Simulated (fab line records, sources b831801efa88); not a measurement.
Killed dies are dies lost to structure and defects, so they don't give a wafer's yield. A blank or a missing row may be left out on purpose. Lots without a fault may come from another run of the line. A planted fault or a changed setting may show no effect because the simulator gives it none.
fab line records | flow gf180mcu
record lots=10 wafers=29 last_day=34
route steps=602 shown V4@497 MIM@508
lots that met no fault: from a run of the same line without faults
start_h: hours from the record's first day to the start of the lot's first wafer shown | wait_h: hours since the lot's step before | " the same as in the row above | L1.1+2: a row that stands for several wafers | - no value, or no start given | * or withheld: withheld | < > ~ a bound
route shown NAME@n: a module of which the file shows steps, and the number in the route of the first | usual: mean/standard deviation of fault-free wafers | same: alike in all rows | chamber/n: place in a boat | sites: the reading at each site | _std_site: their standard deviation | _edge_site: outer sites' mean less inner sites' | radius_mm: how far each site lies from the wafer's centre | mask NAME#n: copy n | behind: the tool/chamber that last shaped the wafer | hold: why the lot was held/for how many hours/how that ended | device: the transistor (n, p or np) that didn't switch | end of line: the same wafers' tests at the end of the route | a step without rows: its recipe alone | killed: dies lost to structure and defects at the first sort, not the wafer's yield | map: a wafer's dies, x killed, . not, _ none there
set.NAME: the setting as run; set.NAME@STEP: as run at that earlier step | model.NAME: the simulator's own value behind a step, which no gauge read
steps of the route over a sample of lots; a table a step, a row a wafer
services: from which hour (start_h, from the record's first day; less than 0 if before it) a tool's chamber was out of use, for how many hours, and why
## steps
# step GF_V4_SPUTTER_21
# recipe material=Ti target_thk_nm=15 chamber_pressure_pa=5 power_w=2500 substrate_temp_c=200 time_s=80.02
# usual chamber_pressure_pa=5.000/0.0096 throttle_valve_pct=29.9/1.5
# same time_s=80.02
# columns lot.wafer tool chamber start_h wait_h chamber_pressure_pa throttle_valve_pct
L264.1 pvd_sputter-01 - 604.20 0.0 4.997 31.7
L264.2 " - " " 5.004 27.7
L264.4 " - " " 5.001 27.9
L263.2 pvd_sputter-01 - 607.27 0.0 5.009 28.0
L263.4 " - " " 5.014 28.2
L263.5 " - " " 5.000 31.7
L265.1 pvd_sputter-01 - 618.36 0.0 5.008 27.8
L265.2 " - " " 5.002 28.2
L265.5 " - " " 4.997 27.9
L267.1 pvd_sputter-03 - 626.35 0.0 4.999 31.3
L267.4 " - " " 5.010 30.7
L267.5 " - " " 5.003 29.9
L271.2 pvd_sputter-04 - 656.53 0.0 5.012 27.8
L271.5 " - " " 4.985 31.7
L271.6 " - " " 5.003 28.0
L272.2 pvd_sputter-04 - 666.21 0.0 4.997 31.3
L272.5 " - " " 5.000 30.4
L273.1 pvd_sputter-03 - 674.25 0.0 4.996 30.3
L273.4 " - " " 4.988 31.2
L273.6 " - " " 5.000 30.6
L277.1 pvd_sputter-04 - 700.19 0.0 5.009 31.5
L277.5 " - " " 5.009 31.3
L277.6 " - " " 4.992 31.6
L279.3 pvd_sputter-01 - 712.85 0.0 5.013 28.3
L279.4 " - " " 5.003 31.7
L279.5 " - " " 4.994 27.7
L281.1 pvd_sputter-01 - 731.04 0.0 4.988 28.0
L281.2 " - " " 4.992 28.1
L281.6 " - " " 4.996 27.9
# step GF_MIM_CVD_05
# recipe material=Si3N4 target_thk_nm=42 temp_max_c=400 temp_c=385 time_s=29.086 rf_w=450
# usual heater_power_w=659/76
# same time_s=29.086
# columns lot.wafer tool chamber start_h wait_h heater_power_w since_wet_clean_h
L264.1 pecvd-04 2 605.11 0.0 540 430
L264.2 " 1 " " 550 430
L264.4 " 2 " " 537 -
L263.2 pecvd-01 0 608.18 0.0 742 3
L263.4 " 2 " " 563 -
L263.5 " 1 " " 675 -
L265.1 pecvd-02 2 619.27 0.0 609 641
L265.2 " 0 " " 707 641
L265.5 " 2 " " 622 -
L267.1 pecvd-02 2 627.26 0.0 680 649
L267.4 " 2 " " 685 -
L267.5 " 0 " " 749 -
L271.2 pecvd-04 0 657.44 0.0 618 483
L271.5 " 0 " " 602 -
L271.6 " 2 " " 537 -
L272.2 pecvd-02 1 667.12 0.0 697 688
L272.5 " 0 " " 727 -
L273.1 pecvd-04 2 675.16 0.0 503 501
L273.4 " 0 " " 714 -
L273.6 " 2 " " 505 -
L277.1 pecvd-02 2 701.10 0.0 636 722
L277.5 " 0 " " 657 -
L277.6 " 2 " " 664 -
L279.3 pecvd-02 1 713.76 0.0 670 735
L279.4 " 1 " " 670 -
L279.5 " 2 " " 625 -
L281.1 pecvd-02 2 732.42 0.0 612 754
L281.2 " 0 " " 780 754
L281.6 " 1 " " 751 -
# step GF_MIM_SPUTTER_08
# recipe material=AlCu target_thk_nm=200 power_w=10600 time_s=10.6 chamber_pressure_pa=0.4
# usual chamber_pressure_pa=0.4000/0.00084 throttle_valve_pct=30.2/1.2
# same time_s=10.6
# columns lot.wafer tool chamber start_h wait_h chamber_pressure_pa throttle_valve_pct
L264.1 pvd_sputter-03 - 605.25 0.0 0.4007 30.1
L264.2 " - " " 0.4008 31.7
L264.4 " - " " 0.3978 30.4
L263.2 pvd_sputter-03 - 608.32 0.0 0.3999 30.0
L263.4 " - " " 0.4016 30.6
L263.5 " - " " 0.4008 30.4
L265.1 pvd_sputter-04 - 619.41 0.0 0.4017 30.4
L265.2 " - " " 0.4000 31.8
L265.5 " - " " 0.4001 30.3
L267.1 pvd_sputter-04 - 627.40 0.0 0.4012 31.5
L267.4 " - " " 0.4005 31.0
L267.5 " - " " 0.4002 27.7
L271.2 pvd_sputter-04 - 657.58 0.0 0.3999 31.5
L271.5 " - " " 0.4002 27.8
L271.6 " - " " 0.3994 31.6
L272.2 pvd_sputter-02 - 667.26 0.0 0.5929 23.6
L272.5 " - " " 0.5932 24.6
L273.1 pvd_sputter-02 - 675.30 0.0 0.5926 24.6
L273.4 " - " " 0.5918 23.9
L273.6 " - " " 0.5925 23.8
L277.1 pvd_sputter-04 - 701.24 0.0 0.4003 27.8
L277.5 " - " " 0.3999 31.0
L277.6 " - " " 0.4007 28.1
L279.3 pvd_sputter-04 - 713.90 0.0 0.4006 31.5
L279.4 " - " " 0.3997 30.4
L279.5 " - " " 0.4005 30.2
L281.1 pvd_sputter-02 - 732.56 0.0 0.3999 29.0
L281.2 " - " " 0.4024 32.1
L281.6 " - " " 0.3995 28.9
# step GF_MIM_RS_MEAS_10
# recipe thk_meas_gauge=four-point-probe reads=TiN_of_MIM_SPUTTER_09+AlCu_of_MIM_SPUTTER_08+TiN_of_MIM_SPUTTER_07
# usual MIM_ALCU_RS=0.1603/0.0019
# columns lot.wafer tool chamber start_h wait_h MIM_ALCU_RS[ohm/sq]
L264.1 film_metro-01 - 605.31 0.0 0.1598
L264.2 " - " " 0.1617
L264.4 " - " " 0.1615
L263.2 film_metro-02 - 608.39 0.0 0.1611
L263.4 " - " " 0.1597
L263.5 " - " " 0.1601
L265.1 film_metro-01 - 619.47 0.0 0.1596
L265.2 " - " " 0.1602
L265.5 " - " " 0.1598
L267.1 film_metro-04 - 627.46 0.0 0.1632
L267.4 " - " " 0.1585
L267.5 " - " " 0.1592
L271.2 film_metro-04 - 657.66 0.0 0.1616
L271.5 " - " " 0.1602
L271.6 " - " " 0.1627
L272.2 film_metro-01 - 667.33 0.0 0.1725
L272.5 " - " " 0.1773
L273.1 film_metro-02 - 675.36 0.0 0.1787
L273.4 " - " " 0.1803
L273.6 " - " " 0.1790
L277.1 film_metro-02 - 701.30 0.0 0.1615
L277.5 " - " " 0.1599
L277.6 " - " " 0.1616
L279.3 film_metro-02 - 713.99 0.1 0.1622
L279.4 " - " " 0.1613
L279.5 " - " " 0.1602
L281.1 film_metro-04 - 732.62 0.0 0.1581
L281.2 " - " " 0.1636
L281.6 " - " " 0.1628
# step GF_MIM_THK_MEAS_11
# recipe thk_meas_gauge=xrf reads=AlCu_of_MIM_SPUTTER_08
# usual MIM_ALCU_THK=197.7/2.6
# columns lot.wafer tool chamber start_h wait_h MIM_ALCU_THK[nm]
L264.1 film_metro-01 - 605.43 0.1 199.0
L264.2 " - " " 196.9
L264.4 " - " " 196.0
L263.2 film_metro-02 - 608.50 0.1 195.5
L263.4 " - " " 198.0
L263.5 " - " " 197.1
L265.1 film_metro-01 - 619.59 0.1 199.0
L265.2 " - " " 196.9
L265.5 " - " " 200.1
L267.1 film_metro-04 - 627.58 0.1 195.7
L267.4 " - " " 201.0
L267.5 " - " " 200.3
L271.2 film_metro-04 - 657.77 0.1 196.5
L271.5 " - " " 198.5
L271.6 " - " " 195.4
L272.2 film_metro-01 - 667.44 0.1 186.4
L272.5 " - " " 181.4
L273.1 film_metro-02 - 675.48 0.1 177.5
L273.4 " - " " 176.7
L273.6 " - " " 178.2
L277.1 film_metro-02 - 701.42 0.1 195.4
L277.5 " - " " 196.1
L277.6 " - " " 194.2
L279.3 film_metro-02 - 714.09 0.1 195.6
L279.4 " - " " 195.5
L279.5 " - " " 197.8
L281.1 film_metro-04 - 732.74 0.1 200.3
L281.2 " - " " 195.0
L281.6 " - " " 195.4
# step GF_MIM_METAL_ETCH_19
# recipe chemistry=Cl2/BCl3 mask_material=NOVOLAK stop_on=Si3N4 target_depth_nm=324.5 pressure_mtorr=8 icp_w=800 bias_w=140 Cl2_flow_sccm=80 bcl3_flow_sccm=40 time_s=54.1
# usual bias_w=140.1/0.41 drypump_motor_current_A=5.56/0.2 oes_product_au=0.942/0.0064 throttle_valve_pct=28.283/0.01
# same time_s=54.1
# columns lot.wafer tool chamber start_h wait_h bias_w drypump_motor_current_A oes_product_au rf_hours_counter_h throttle_valve_pct
L264.1 rie_metal-02 0 626.30 0.1 139.8 5.56 0.944 11 28.284
L264.2 " 1 " " 139.7 5.30 0.935 9 28.285
L264.4 " 0 " " 139.8 5.56 0.939 - 28.292
L263.2 rie_metal-03 0 628.75 0.1 140.1 5.76 0.938 13 28.288
L263.4 " 1 " " 139.6 5.84 0.952 - 28.272
L263.5 " 1 " " 139.5 5.81 0.942 - 28.284
L265.1 rie_metal-03 0 639.33 0.1 139.9 5.73 0.947 13 28.282
L265.2 " 1 " " 140.3 5.85 0.941 2 28.271
L265.5 " 0 " " 140.2 5.75 0.946 - 28.267
L267.1 rie_metal-03 1 647.58 0.1 139.5 5.84 0.936 3 28.299
L267.4 " 0 " " 139.8 5.76 0.941 - 28.288
L267.5 " 1 " " 139.8 5.83 0.943 - 28.268
L271.2 rie_metal-01 0 676.73 0.1 140.0 5.56 0.935 8 28.278
L271.5 " 0 " " 140.6 5.57 0.942 - 28.292
L271.6 " 1 " " 139.6 5.33 0.941 - 28.296
L272.2 rie_metal-01 0 685.95 0.1 139.8 5.55 0.920 9 28.308
L272.5 " 1 " " 139.5 5.32 0.913 - 28.334
L273.1 rie_metal-03 1 694.03 0.1 140.4 5.82 0.910 5 28.322
L273.4 " 0 " " 139.2 5.75 0.903 - 28.330
L273.6 " 1 " " 140.4 5.81 0.899 - 28.316
L277.1 rie_metal-02 1 719.53 0.1 140.0 5.29 0.937 12 28.283
L277.5 " 0 " " 139.2 5.57 0.949 - 28.280
L277.6 " 1 " " 140.6 5.30 0.924 - 28.281
L279.3 rie_metal-01 1 731.47 0.1 140.1 5.33 0.934 - 28.285
L279.4 " 1 " " 140.0 5.32 0.944 - 28.281
L279.5 " 1 " " 140.0 5.31 0.943 - 28.274
L281.1 rie_metal-03 1 749.75 0.1 139.8 5.84 0.940 7 28.294
L281.2 " 0 " " 139.3 5.75 0.937 2 28.313
L281.6 " 1 " " 140.0 5.83 0.928 - 28.289
# step GF_MIM_STRIP_20
# recipe chemistry=O2/N2 power_w=1400 pressure_mtorr=1500 platen_temp_c=250 o2_flow_sccm=3000 n2_flow_sccm=300 overash_fraction=0.5
# usual drypump_motor_current_A=5.5/0.44 heater_power_w=316/22 oes_product_au=0.690/0.0048 strip_time_to_endpoint_s=11.19/0.045
# same overash_fraction=0.5
# columns lot.wafer tool chamber start_h wait_h drypump_motor_current_A heater_power_w oes_product_au rf_hours_counter_h strip_time_to_endpoint_s
L264.1 plasma_asher-03 1 626.37 0.0 6.2 328 0.698 20 11.16
L264.2 " 0 " " 5.1 299 0.690 20 11.18
L264.4 " 0 " " 5.1 309 0.690 - 11.16
L263.2 plasma_asher-01 0 628.82 0.0 5.2 309 0.691 51 11.20
L263.4 " 0 " " 5.2 312 0.688 - 11.14
L263.5 " 0 " " 5.2 324 0.695 - 11.18
L265.1 plasma_asher-04 0 639.40 0.0 5.7 331 0.696 105 11.15
L265.2 " 1 " " 5.5 356 0.688 105 11.18
L265.5 " 1 " " 5.5 353 0.693 - 11.13
L267.1 plasma_asher-01 1 647.65 0.0 5.3 291 0.689 53 11.24
L267.4 " 0 " " 5.2 324 0.698 - 11.23
L267.5 " 0 " " 5.2 319 0.697 - 11.22
L271.2 plasma_asher-01 1 676.80 0.0 5.2 287 0.685 57 11.18
L271.5 " 1 " " 5.2 290 0.702 - 11.20
L271.6 " 0 " " 5.2 316 0.696 - 11.22
L272.2 plasma_asher-01 0 686.02 0.0 5.2 312 0.685 58 11.20
L272.5 " 0 " " 5.2 321 0.695 - 11.25
L273.1 plasma_asher-03 0 694.10 0.0 5.1 304 0.686 29 11.15
L273.4 " 0 " " 5.2 296 0.691 - 11.19
L273.6 " 1 " " 6.3 317 0.685 - 11.18
L277.1 plasma_asher-03 0 719.60 0.0 5.1 303 0.688 33 11.16
L277.5 " 1 " " 6.2 325 0.691 - 11.17
L277.6 " 0 " " 5.2 304 0.689 - 11.21
L279.3 plasma_asher-03 1 731.60 0.1 6.3 318 0.695 - 11.32
L279.4 " 0 " " 5.1 303 0.690 - 11.28
L279.5 " 1 " " 6.3 323 0.693 - 11.30
L281.1 plasma_asher-04 1 749.82 0.0 5.5 374 0.690 1 11.19
L281.2 " 0 " " 5.7 359 0.691 1 11.26
L281.6 " 0 " " 5.7 348 0.692 - 11.23
## services
# columns tool chamber start_h hours kind
plasma_asher-01 - 584.18 6.5 repair
pvd_sputter-03 - 586.93 3.3 repair
pecvd-01 - 591.12 14.0 pm
pvd_sputter-03 - 597.19 5.2 repair
pecvd-02 - 602.90 0.7 repair
pecvd-02 - 603.67 2.8 pm
pvd_sputter-03 - 612.64 1.7 repair
pecvd-04 - 622.52 0.8 repair
plasma_asher-03 - 628.79 2.8 pm
rie_metal-02 - 655.21 14.6 pm
plasma_asher-04 - 672.08 14.6 pm
pecvd-04 2 678.18 3.5 repair
pecvd-02 1 678.94 13.5 repair
rie_metal-02 - 680.23 1.9 repair
rie_metal-01 - 680.37 0.4 repair
plasma_asher-01 - 686.30 27.3 pm
rie_metal-03 1 699.02 1.0 repair
pvd_sputter-03 - 704.84 3.0 repair
pecvd-02 - 710.42 3.1 repair
pvd_sputter-03 - 720.61 24.3 repair
rie_metal-01 0 725.80 10.9 repair
plasma_asher-04 - 733.75 9.0 pm
plasma_asher-01 - 735.89 2.4 repair
pvd_sputter-02 - 740.74 24.6 repair
## key
first_sign step=GF_MIM_SPUTTER_08 reading=chamber_pressure_pa direction=up sigmas=99+ usual=0.4000 struck=0.5926
effect step=GF_MIM_SPUTTER_08 reading=throttle_valve_pct direction=down sigmas=5.1 usual=30.2 struck=24.1
effect step=GF_MIM_RS_MEAS_10 reading=MIM_ALCU_RS direction=up sigmas=8.9 usual=0.1603 struck=0.1776
effect step=GF_MIM_THK_MEAS_11 reading=MIM_ALCU_THK direction=down sigmas=6.8 usual=197.7 struck=180.0
effect step=GF_MIM_METAL_ETCH_19 reading=oes_product_au direction=down sigmas=5.1 usual=0.942 struck=0.909
met_at GF_MIM_SPUTTER_08
struck_lots L272,L273
not_acting_at GF_V4_SPUTTER_21,GF_MIM_CVD_05,GF_MIM_STRIP_20
fault kind=process_parameter_drift tool=pvd_sputter-02 chamber=- onset_h=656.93 steps=GF_MIM_SPUTTER_08 channel=chamber_pressure_pa offset=0.19241 shape=step end_h=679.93 acts_in=these_recipes_only stated=0.4
